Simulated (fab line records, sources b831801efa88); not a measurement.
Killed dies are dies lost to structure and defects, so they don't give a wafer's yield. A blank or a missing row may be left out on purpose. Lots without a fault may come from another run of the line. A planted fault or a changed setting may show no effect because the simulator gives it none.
A struck lot beside a sound one | flow sky130 | 15 steps out of a route of 708
Sound: wafers L144.2, L144.5, L144.6. Struck: wafers L159.1, L159.3, L159.6. The cause comes at the end.
At each step with rows: each side's tool, then ch and its chambers, then its first start. Under that, the readings that differ: sound wafers | struck wafers | difference of the means | sigmas: that difference in standard deviations of wafers without a fault.
alike: readings whose means differ by less than 2 such deviations, and words and numbers that are the same on both sides. not compared: withheld readings, readings that some wafer has no value for, bounds like >300 that may hide the same value, and numbers for which the record gives no deviation and whose values overlap.
The two part at a step that has a row with sigmas, a row that says differs or no value, or rows on one side only. Numbers that don't overlap but have no deviation are shown without sigmas and don't part them. A reading that every wafer of one side lacks parts them only if that side has two wafers or more.

first, 1 step without rows for these wafers: SKY_LDD_P_DEVELOP_06 (develop time 60 s).
SKY_LDD_P_CD_MEAS_07: target cd 380 nm.
  sound on cd_sem-01, day 18 23:38; struck on cd_sem-02, day 24 18:07
  alike: cd_nm
SKY_LDD_P_OVL_MEAS_08:
  sound on overlay-01, day 18 23:44; struck on overlay-02, day 24 18:14
  alike: LDD_P_OVL
then, 1 step without rows for these wafers: SKY_LDD_P_IMPLANT_09.
SKY_LDD_P_STRIP_10: strips in O2/N2.
  sound on plasma_asher-04 ch 0,1, day 18 23:55; struck on plasma_asher-02 ch 0, day 24 18:25
  alike: drypump_motor_current_A, oes_product_au, strip_time_to_endpoint_s
  not compared: rf_hours_counter_h
SKY_LDD_P_TW_MEAS_11:
  sound on film_metro-03, day 19 00:02; struck on film_metro-02, day 24 18:31
  alike: LDD_P_TW
then, 6 steps without rows for these wafers: SKY_LDD_HVN_DEHYDRATE_00 (time 60 s); SKY_LDD_HVN_HMDS_01 (prime time 60 s); SKY_LDD_HVN_COAT_02 (resist thk 300 nm); SKY_LDD_HVN_SOFTBAKE_03 (time 60 s); SKY_LDD_HVN_EXPOSE_04 (exposes mask HVNTM, target cd 700 nm); SKY_LDD_HVN_PEB_05.
SKY_LDD_HVN_DEVELOP_06: develop time 60 s.
  sound on litho_track-03 ch 0, day 20 06:55; struck on litho_track-04 ch 0, day 25 23:19
  reading              | sound             | struck            | difference | sigmas
  developer_temp_C (C) | 22.87 23.07 22.95 | 21.90 21.75 21.89 | -1.12      | -10
SKY_LDD_HVN_OVL_MEAS_07:
  sound on overlay-02, day 20 07:03; struck on overlay-01, day 25 23:28
  alike: LDD_HVN_OVL
-- the record jumps here: 23 days lie between the struck wafers' starts before and after (it left off in module LDD_HVN and takes up again in module PAD_OPEN, whose first step shown is number 708 of the route) --
SKY_PAD_OPEN_PROBE_99:
  the record has rows for the struck wafers here (prober-01, day 49 11:07) and none for the sound ones

WHERE THEY PART
First at SKY_LDD_HVN_DEVELOP_06; last, within this record, at SKY_PAD_OPEN_PROBE_99.

WHY: what the simulator had put in
Process parameter drift: litho_track-04, from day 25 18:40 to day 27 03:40, at SKY_LDD_HVN_DEVELOP_06. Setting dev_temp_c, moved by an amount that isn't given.
